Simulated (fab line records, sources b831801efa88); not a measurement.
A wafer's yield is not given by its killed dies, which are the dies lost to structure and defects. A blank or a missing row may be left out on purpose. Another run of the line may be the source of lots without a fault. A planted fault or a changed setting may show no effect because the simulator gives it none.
fab line records || flow sky130
record: {"lots": 6, "wafers": 18, "last_day": 50}
route steps=708 shown METAL4@637 VIA4@639
lots with no fault: from the same line, run without faults
start_h: hours from the record's first day to the start of the lot's first wafer shown || wait_h: hours since the lot's step before || " unchanged from the row above || L1.1+2: a single row standing in for several wafers || - no value, or no start was given || * or withheld: withheld || < > ~ a bound
route shown NAME@n: names a module that has steps shown in the file, with the first one's number in the route || usual: the fault-free wafers' mean and standard deviation || same: alike in all rows || chamber/n: place in a boat || sites: the reading at each site || _std_site: the values' standard deviation || _edge_site: inner sites' mean taken away from outer sites' mean || radius_mm: how far each site lies from the wafer's centre || mask NAME#n: copy n || behind: the most recent tool/chamber to have shaped the wafer || hold: cause of the lot's hold/its duration in hours/its outcome || device: the transistor (n, p or np) that didn't switch || end of line: the same wafers' tests at the end of the route || a step without rows: its recipe alone || killed: not the wafer's yield, but the dies lost to structure and defects at the first sort || map: the dies of a wafer, with x for killed, . for not killed, _ for no die there
set.NAME: the setting the step ran with; set.NAME@STEP: the setting that earlier step ran with || model.NAME: the simulator's own value behind a step, which no gauge read
lots at selected steps of the route; one table per step, one row per wafer
services: from which hour (start_h, from the record's first day; less than 0 if before it) a tool's chamber was out of use, for how many hours, and why
== steps ==
step: SKY_METAL4_CLEAN_21
recipe: {"chemistry": "IPA", "time_s": 180, "temp_c": 25}
step: SKY_METAL4_CLEAN_22
recipe: {"chemistry": "O3/DIW", "dry": "n2_spin"}
step: SKY_VIA4_HDPCVD_00
recipe: {"material": "SiO2", "target_thk_nm": 1750, "sigma_open_frac": 0.3, "time_s": 291.7, "temp_c": 400, "sih4_flow_sccm": 60, "pressure_mtorr": 6}
step: SKY_VIA4_THK_MEAS_01
recipe: {"reads": "SiO2_of_VIA4_HDPCVD_00"}
usual: {"VIA4_HDPCVD_THK": "1757/18"}
{"lot.wafer": "L831.1", "tool": "film_metro-01", "chamber": "-", "start_h": 984.63, "wait_h": 0.1, "VIA4_HDPCVD_THK[nm]": 1774}
{"lot.wafer": "L831.3", "tool": "film_metro-01", "chamber": "-", "start_h": 984.63, "wait_h": 0.1, "VIA4_HDPCVD_THK[nm]": 1734}
{"lot.wafer": "L831.6", "tool": "film_metro-01", "chamber": "-", "start_h": 984.63, "wait_h": 0.1, "VIA4_HDPCVD_THK[nm]": 1746}
{"lot.wafer": "L832.4", "tool": "film_metro-04", "chamber": "-", "start_h": 985.22, "wait_h": 0.0, "VIA4_HDPCVD_THK[nm]": 1781}
{"lot.wafer": "L832.5", "tool": "film_metro-04", "chamber": "-", "start_h": 985.22, "wait_h": 0.0, "VIA4_HDPCVD_THK[nm]": 1776}
{"lot.wafer": "L832.6", "tool": "film_metro-04", "chamber": "-", "start_h": 985.22, "wait_h": 0.0, "VIA4_HDPCVD_THK[nm]": 1747}
{"lot.wafer": "L839.1", "tool": "film_metro-02", "chamber": "-", "start_h": 1040.92, "wait_h": 0.1, "VIA4_HDPCVD_THK[nm]": 1746}
{"lot.wafer": "L839.3", "tool": "film_metro-02", "chamber": "-", "start_h": 1040.92, "wait_h": 0.1, "VIA4_HDPCVD_THK[nm]": 1767}
{"lot.wafer": "L839.4", "tool": "film_metro-02", "chamber": "-", "start_h": 1040.92, "wait_h": 0.1, "VIA4_HDPCVD_THK[nm]": 1771}
{"lot.wafer": "L840.2", "tool": "film_metro-02", "chamber": "-", "start_h": 1042.10, "wait_h": 0.1, "VIA4_HDPCVD_THK[nm]": 1776}
{"lot.wafer": "L840.5", "tool": "film_metro-02", "chamber": "-", "start_h": 1042.10, "wait_h": 0.1, "VIA4_HDPCVD_THK[nm]": 1763}
{"lot.wafer": "L840.6", "tool": "film_metro-02", "chamber": "-", "start_h": 1042.10, "wait_h": 0.1, "VIA4_HDPCVD_THK[nm]": 1782}
{"lot.wafer": "L853.4", "tool": "film_metro-01", "chamber": "-", "start_h": 1124.88, "wait_h": 0.0, "VIA4_HDPCVD_THK[nm]": 1761}
{"lot.wafer": "L853.5", "tool": "film_metro-01", "chamber": "-", "start_h": 1124.88, "wait_h": 0.0, "VIA4_HDPCVD_THK[nm]": 1763}
{"lot.wafer": "L853.6", "tool": "film_metro-01", "chamber": "-", "start_h": 1124.88, "wait_h": 0.0, "VIA4_HDPCVD_THK[nm]": 1778}
{"lot.wafer": "L854.1", "tool": "film_metro-01", "chamber": "-", "start_h": 1130.13, "wait_h": 0.1, "VIA4_HDPCVD_THK[nm]": 1742}
{"lot.wafer": "L854.3", "tool": "film_metro-01", "chamber": "-", "start_h": 1130.13, "wait_h": 0.1, "VIA4_HDPCVD_THK[nm]": 1749}
{"lot.wafer": "L854.6", "tool": "film_metro-01", "chamber": "-", "start_h": 1130.13, "wait_h": 0.1, "VIA4_HDPCVD_THK[nm]": 1739}
step: SKY_VIA4_CMP_02
recipe: {"material": "SiO2", "down_force_psi": 4, "platen_rpm": 60, "pad_velocity_m_s": 0.94248}
usual: {"motor_current_A": "11.1/1.1"}
{"lot.wafer": "L831.1", "tool": "cmp-01", "chamber": 1, "start_h": 984.69, "wait_h": 0.1, "motor_current_A": 13.4}
{"lot.wafer": "L831.3", "tool": "cmp-01", "chamber": 3, "start_h": 984.69, "wait_h": 0.1, "motor_current_A": 10.0}
{"lot.wafer": "L831.6", "tool": "cmp-01", "chamber": 2, "start_h": 984.69, "wait_h": 0.1, "motor_current_A": 11.1}
{"lot.wafer": "L832.4", "tool": "cmp-02", "chamber": 3, "start_h": 985.30, "wait_h": 0.1, "motor_current_A": 10.4}
{"lot.wafer": "L832.5", "tool": "cmp-02", "chamber": 2, "start_h": 985.30, "wait_h": 0.1, "motor_current_A": 11.8}
{"lot.wafer": "L832.6", "tool": "cmp-02", "chamber": 3, "start_h": 985.30, "wait_h": 0.1, "motor_current_A": 10.1}
{"lot.wafer": "L839.1", "tool": "cmp-01", "chamber": 1, "start_h": 1041.03, "wait_h": 0.1, "motor_current_A": 12.0}
{"lot.wafer": "L839.3", "tool": "cmp-01", "chamber": 2, "start_h": 1041.03, "wait_h": 0.1, "motor_current_A": 10.4}
{"lot.wafer": "L839.4", "tool": "cmp-01", "chamber": 3, "start_h": 1041.03, "wait_h": 0.1, "motor_current_A": 9.2}
{"lot.wafer": "L840.2", "tool": "cmp-01", "chamber": 1, "start_h": 1042.15, "wait_h": 0.0, "motor_current_A": 12.8}
{"lot.wafer": "L840.5", "tool": "cmp-01", "chamber": 1, "start_h": 1042.15, "wait_h": 0.0, "motor_current_A": 13.5}
{"lot.wafer": "L840.6", "tool": "cmp-01", "chamber": 2, "start_h": 1042.15, "wait_h": 0.0, "motor_current_A": 11.2}
{"lot.wafer": "L853.4", "tool": "cmp-01", "chamber": 3, "start_h": 1125.06, "wait_h": 0.2, "motor_current_A": 9.6}
{"lot.wafer": "L853.6", "tool": "cmp-01", "chamber": 0, "start_h": 1125.06, "wait_h": 0.2, "motor_current_A": 9.9}
{"lot.wafer": "L853.5", "tool": "cmp-01", "chamber": 1, "start_h": 1125.06, "wait_h": 0.2, "motor_current_A": 13.1}
{"lot.wafer": "L854.3", "tool": "cmp-01", "chamber": 3, "start_h": 1130.51, "wait_h": 0.4, "motor_current_A": 9.9}
{"lot.wafer": "L854.1", "tool": "cmp-01", "chamber": 1, "start_h": 1130.51, "wait_h": 0.4, "motor_current_A": 12.4}
{"lot.wafer": "L854.6", "tool": "cmp-01", "chamber": 3, "start_h": 1130.51, "wait_h": 0.4, "motor_current_A": 9.7}
step: SKY_VIA4_BOW_MEAS_03
recipe: {"mode": "bow"}
usual: {"VIA4_BOW": "81/8"}
{"lot.wafer": "L831.1", "tool": "film_metro-01", "chamber": "-", "start_h": 984.99, "wait_h": 0.2, "VIA4_BOW[um]": 83}
{"lot.wafer": "L831.3", "tool": "film_metro-01", "chamber": "-", "start_h": 984.99, "wait_h": 0.2, "VIA4_BOW[um]": 75}
{"lot.wafer": "L831.6", "tool": "film_metro-01", "chamber": "-", "start_h": 984.99, "wait_h": 0.2, "VIA4_BOW[um]": 68}
{"lot.wafer": "L832.4", "tool": "film_metro-04", "chamber": "-", "start_h": 985.61, "wait_h": 0.3, "VIA4_BOW[um]": 89}
{"lot.wafer": "L832.5", "tool": "film_metro-04", "chamber": "-", "start_h": 985.61, "wait_h": 0.3, "VIA4_BOW[um]": 72}
{"lot.wafer": "L832.6", "tool": "film_metro-04", "chamber": "-", "start_h": 985.61, "wait_h": 0.3, "VIA4_BOW[um]": 93}
{"lot.wafer": "L839.1", "tool": "film_metro-02", "chamber": "-", "start_h": 1041.28, "wait_h": 0.2, "VIA4_BOW[um]": 86}
{"lot.wafer": "L839.3", "tool": "film_metro-02", "chamber": "-", "start_h": 1041.28, "wait_h": 0.2, "VIA4_BOW[um]": 92}
{"lot.wafer": "L839.4", "tool": "film_metro-02", "chamber": "-", "start_h": 1041.28, "wait_h": 0.2, "VIA4_BOW[um]": 91}
{"lot.wafer": "L840.2", "tool": "film_metro-01", "chamber": "-", "start_h": 1042.47, "wait_h": 0.3, "VIA4_BOW[um]": 73}
{"lot.wafer": "L840.5", "tool": "film_metro-01", "chamber": "-", "start_h": 1042.47, "wait_h": 0.3, "VIA4_BOW[um]": 70}
{"lot.wafer": "L840.6", "tool": "film_metro-01", "chamber": "-", "start_h": 1042.47, "wait_h": 0.3, "VIA4_BOW[um]": 83}
{"lot.wafer": "L853.4", "tool": "film_metro-01", "chamber": "-", "start_h": 1125.27, "wait_h": 0.2, "VIA4_BOW[um]": 90}
{"lot.wafer": "L853.5", "tool": "film_metro-01", "chamber": "-", "start_h": 1125.27, "wait_h": 0.2, "VIA4_BOW[um]": 80}
{"lot.wafer": "L853.6", "tool": "film_metro-01", "chamber": "-", "start_h": 1125.27, "wait_h": 0.2, "VIA4_BOW[um]": 75}
{"lot.wafer": "L854.1", "tool": "film_metro-02", "chamber": "-", "start_h": 1130.76, "wait_h": 0.1, "VIA4_BOW[um]": 90}
{"lot.wafer": "L854.3", "tool": "film_metro-02", "chamber": "-", "start_h": 1130.76, "wait_h": 0.1, "VIA4_BOW[um]": 95}
{"lot.wafer": "L854.6", "tool": "film_metro-02", "chamber": "-", "start_h": 1130.76, "wait_h": 0.1, "VIA4_BOW[um]": 90}
step: SKY_VIA4_DEHYDRATE_04
recipe: {"temp_c": 200, "time_s": 60}
step: SKY_VIA4_HMDS_05
recipe: {"prime_time_s": 60, "prime_temp_c": 120}
step: SKY_VIA4_COAT_06
recipe: {"resist": "NOVOLAK", "spin_rpm": 3000, "resist_thk_nm": 1140}
step: SKY_VIA4_SOFTBAKE_07
recipe: {"temp_c": 90, "time_s": 60, "resist": "NOVOLAK"}
step: SKY_VIA4_EXPOSE_08
recipe: {"mask_id": "VIM4", "na": 0.6, "source_shape": "conventional", "sigma_outer": 0.6, "polarization": "unpolarized", "target_cd_nm": 800, "dose_mj": 132}
step: SKY_VIA4_PEB_09
recipe: {"temp_c": "withheld", "time_s": "*", "resist": "NOVOLAK"}
step: SKY_VIA4_DEVELOP_10
recipe: {"resist": "NOVOLAK", "developer": "TMAH", "develop_time_s": 60, "dev_temp_c": 23}
usual: {"chill_plate_temp_C": "22.99/0.1", "develop_time_s": "60/0"}
{"lot.wafer": "L831.1", "tool": "litho_track-02", "chamber": 0, "start_h": 1007.03, "wait_h": 0.1, "chill_plate_temp_C": 23.16, "develop_time_s": 60}
{"lot.wafer": "L831.3", "tool": "litho_track-02", "chamber": 0, "start_h": 1007.03, "wait_h": 0.1, "chill_plate_temp_C": 23.05, "develop_time_s": 60}
{"lot.wafer": "L831.6", "tool": "litho_track-02", "chamber": 0, "start_h": 1007.03, "wait_h": 0.1, "chill_plate_temp_C": 23.01, "develop_time_s": 60}
{"lot.wafer": "L832.4", "tool": "litho_track-04", "chamber": 0, "start_h": 1008.17, "wait_h": 0.1, "chill_plate_temp_C": 22.97, "develop_time_s": 60}
{"lot.wafer": "L832.5", "tool": "litho_track-04", "chamber": 0, "start_h": 1008.17, "wait_h": 0.1, "chill_plate_temp_C": 22.93, "develop_time_s": 60}
{"lot.wafer": "L832.6", "tool": "litho_track-04", "chamber": 0, "start_h": 1008.17, "wait_h": 0.1, "chill_plate_temp_C": 22.79, "develop_time_s": 60}
{"lot.wafer": "L839.1", "tool": "litho_track-02", "chamber": "-", "start_h": 1062.33, "wait_h": 0.1, "chill_plate_temp_C": "-", "develop_time_s": "-"}
{"lot.wafer": "L839.3", "tool": "litho_track-02", "chamber": "-", "start_h": 1062.33, "wait_h": 0.1, "chill_plate_temp_C": "-", "develop_time_s": "-"}
{"lot.wafer": "L839.4", "tool": "litho_track-02", "chamber": "-", "start_h": 1062.33, "wait_h": 0.1, "chill_plate_temp_C": "-", "develop_time_s": "-"}
{"lot.wafer": "L840.2", "tool": "litho_track-03", "chamber": "-", "start_h": 1064.10, "wait_h": 0.1, "chill_plate_temp_C": "-", "develop_time_s": "-"}
{"lot.wafer": "L840.5", "tool": "litho_track-03", "chamber": "-", "start_h": 1064.10, "wait_h": 0.1, "chill_plate_temp_C": "-", "develop_time_s": "-"}
{"lot.wafer": "L840.6", "tool": "litho_track-03", "chamber": "-", "start_h": 1064.10, "wait_h": 0.1, "chill_plate_temp_C": "-", "develop_time_s": "-"}
{"lot.wafer": "L853.4", "tool": "litho_track-02", "chamber": 0, "start_h": 1143.90, "wait_h": 0.1, "chill_plate_temp_C": 22.73, "develop_time_s": 60}
{"lot.wafer": "L853.5", "tool": "litho_track-02", "chamber": 0, "start_h": 1143.90, "wait_h": 0.1, "chill_plate_temp_C": 22.91, "develop_time_s": 60}
{"lot.wafer": "L853.6", "tool": "litho_track-02", "chamber": 0, "start_h": 1143.90, "wait_h": 0.1, "chill_plate_temp_C": 22.89, "develop_time_s": 60}
{"lot.wafer": "L854.1", "tool": "litho_track-02", "chamber": 0, "start_h": 1148.53, "wait_h": 0.1, "chill_plate_temp_C": 22.87, "develop_time_s": 60}
{"lot.wafer": "L854.3", "tool": "litho_track-02", "chamber": 0, "start_h": 1148.53, "wait_h": 0.1, "chill_plate_temp_C": 23.03, "develop_time_s": 60}
{"lot.wafer": "L854.6", "tool": "litho_track-02", "chamber": 0, "start_h": 1148.53, "wait_h": 0.1, "chill_plate_temp_C": 23.02, "develop_time_s": 60}
step: SKY_VIA4_OVL_MEAS_11
usual: {"VIA4_OVL": "0.0/1.2"}
{"lot.wafer": "L831.1", "tool": "overlay-02", "chamber": "-", "start_h": 1007.18, "wait_h": 0.1, "VIA4_OVL[nm]": 0.7}
{"lot.wafer": "L831.3", "tool": "overlay-02", "chamber": "-", "start_h": 1007.18, "wait_h": 0.1, "VIA4_OVL[nm]": 2.0}
{"lot.wafer": "L831.6", "tool": "overlay-02", "chamber": "-", "start_h": 1007.18, "wait_h": 0.1, "VIA4_OVL[nm]": 0.9}
{"lot.wafer": "L832.4", "tool": "overlay-02", "chamber": "-", "start_h": 1008.26, "wait_h": 0.1, "VIA4_OVL[nm]": -1.9}
{"lot.wafer": "L832.5", "tool": "overlay-02", "chamber": "-", "start_h": 1008.26, "wait_h": 0.1, "VIA4_OVL[nm]": -0.1}
{"lot.wafer": "L832.6", "tool": "overlay-02", "chamber": "-", "start_h": 1008.26, "wait_h": 0.1, "VIA4_OVL[nm]": -1.4}
{"lot.wafer": "L839.1", "tool": "overlay-01", "chamber": "-", "start_h": 1062.48, "wait_h": 0.1, "VIA4_OVL[nm]": "-"}
{"lot.wafer": "L839.3", "tool": "overlay-01", "chamber": "-", "start_h": 1062.48, "wait_h": 0.1, "VIA4_OVL[nm]": "-"}
{"lot.wafer": "L839.4", "tool": "overlay-01", "chamber": "-", "start_h": 1062.48, "wait_h": 0.1, "VIA4_OVL[nm]": "-"}
{"lot.wafer": "L840.2", "tool": "overlay-02", "chamber": "-", "start_h": 1064.23, "wait_h": 0.1, "VIA4_OVL[nm]": "-"}
{"lot.wafer": "L840.5", "tool": "overlay-02", "chamber": "-", "start_h": 1064.23, "wait_h": 0.1, "VIA4_OVL[nm]": "-"}
{"lot.wafer": "L840.6", "tool": "overlay-02", "chamber": "-", "start_h": 1064.23, "wait_h": 0.1, "VIA4_OVL[nm]": "-"}
{"lot.wafer": "L853.4", "tool": "overlay-02", "chamber": "-", "start_h": 1143.99, "wait_h": 0.1, "VIA4_OVL[nm]": -1.3}
{"lot.wafer": "L853.5", "tool": "overlay-02", "chamber": "-", "start_h": 1143.99, "wait_h": 0.1, "VIA4_OVL[nm]": -2.4}
{"lot.wafer": "L853.6", "tool": "overlay-02", "chamber": "-", "start_h": 1143.99, "wait_h": 0.1, "VIA4_OVL[nm]": -0.9}
{"lot.wafer": "L854.1", "tool": "overlay-01", "chamber": "-", "start_h": 1148.68, "wait_h": 0.1, "VIA4_OVL[nm]": -0.2}
{"lot.wafer": "L854.3", "tool": "overlay-01", "chamber": "-", "start_h": 1148.68, "wait_h": 0.1, "VIA4_OVL[nm]": -0.1}
{"lot.wafer": "L854.6", "tool": "overlay-01", "chamber": "-", "start_h": 1148.68, "wait_h": 0.1, "VIA4_OVL[nm]": -1.9}
== services ==
{"tool": "cmp-02", "chamber": "-", "start_h": 960.74, "hours": 21.9, "kind": "repair"}
{"tool": "cmp-01", "chamber": "-", "start_h": 1043.74, "hours": 5.4, "kind": "repair"}
{"tool": "cmp-02", "chamber": "-", "start_h": 1084.34, "hours": 4.0, "kind": "pm"}
{"tool": "cmp-01", "chamber": "-", "start_h": 1087.11, "hours": 0.5, "kind": "repair"}
{"tool": "cmp-02", "chamber": "-", "start_h": 1088.34, "hours": "-", "kind": "consumable_replace:conditioner"}
{"tool": "cmp-02", "chamber": "-", "start_h": 1088.34, "hours": "-", "kind": "consumable_replace:pad"}
{"tool": "cmp-01", "chamber": "-", "start_h": 1091.50, "hours": 0.3, "kind": "repair"}
{"tool": "cmp-02", "chamber": "-", "start_h": 1101.82, "hours": 3.9, "kind": "repair"}
== key ==
first_sign: {"step": "SKY_VIA4_DEVELOP_10", "reading": "tool_record", "direction": "missing"}
effect none on later readings
met_at SKY_VIA4_DEVELOP_10
struck_wafers L839.1,L839.3,L839.4,L840.2,L840.5,L840.6
later_rows_left_out L839.1,L839.3,L839.4,L840.2,L840.5,L840.6
sort_left_out L839.1,L839.3,L839.4,L840.2,L840.5,L840.6
onset_between 1007.03 1062.33
fault: {"kind": "skipped_step_whole", "tool": "litho_track-02,litho_track-03", "chamber": "-", "onset_h": 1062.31, "steps": "SKY_VIA4_DEVELOP_10", "scope": "struck_lots_only"}
sort_left_out: the simulated sort isn't trusted on such a fault, so these wafers' sort isn't shown, and their yield isn't known
later_rows_left_out: the simulator's readings of these wafers behind a module that went badly wrong aren't trusted and aren't shown, but for the sort
